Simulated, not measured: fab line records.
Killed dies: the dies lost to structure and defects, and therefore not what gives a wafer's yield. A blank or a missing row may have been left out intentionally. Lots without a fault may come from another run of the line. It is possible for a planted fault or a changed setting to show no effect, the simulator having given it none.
Which tool is to blame?    flow sky130    18 wafers sampled from 6 lots at 1 step of a route of 708

## WHAT THE GAUGES SHOWED, per wafer
SKY_METAL3_OVL_MEAS_14.
lot   measured      on          METAL3_OVL (nm)
L984  day 39 14:28  overlay-01  -10 -2 -6
L986  day 40 18:57  overlay-01  -12 4 -10
L990  day 42 02:35  overlay-01  7 -1 -4
L994  day 42 16:27  overlay-01  -9 1 1
L100  day 44 06:01  overlay-01  -9 2 -3
L102  day 44 18:56  overlay-02  -1 -10 1

## WHICH TOOL RAN EACH LOT (tool, then ch and the chambers of the sampled wafers, then the start)
Record: no process step prior to these readings.

## THE ANSWER, worked out from the rows above alone
Rule: what is usual is taken from the lots themselves. The widest of any qualifying gaps counts: lots, ordered by their means at a reading, are off when they make up no more than a third of the lots, leave a main group of 4 or more, and stand apart from it by 3 or more times the standard deviation of that group's means. If all means in a main group match to the digits the tables above print for the reading, that group is not used. A lot without any number at a reading at which 4 lots or more have one is off too. Where the step has rows for the other lots, those lots are counted as sound.
Across all readings shown, no lot is off: no conclusion can be drawn from this.

## WHAT THE SIMULATOR HAD INSERTED
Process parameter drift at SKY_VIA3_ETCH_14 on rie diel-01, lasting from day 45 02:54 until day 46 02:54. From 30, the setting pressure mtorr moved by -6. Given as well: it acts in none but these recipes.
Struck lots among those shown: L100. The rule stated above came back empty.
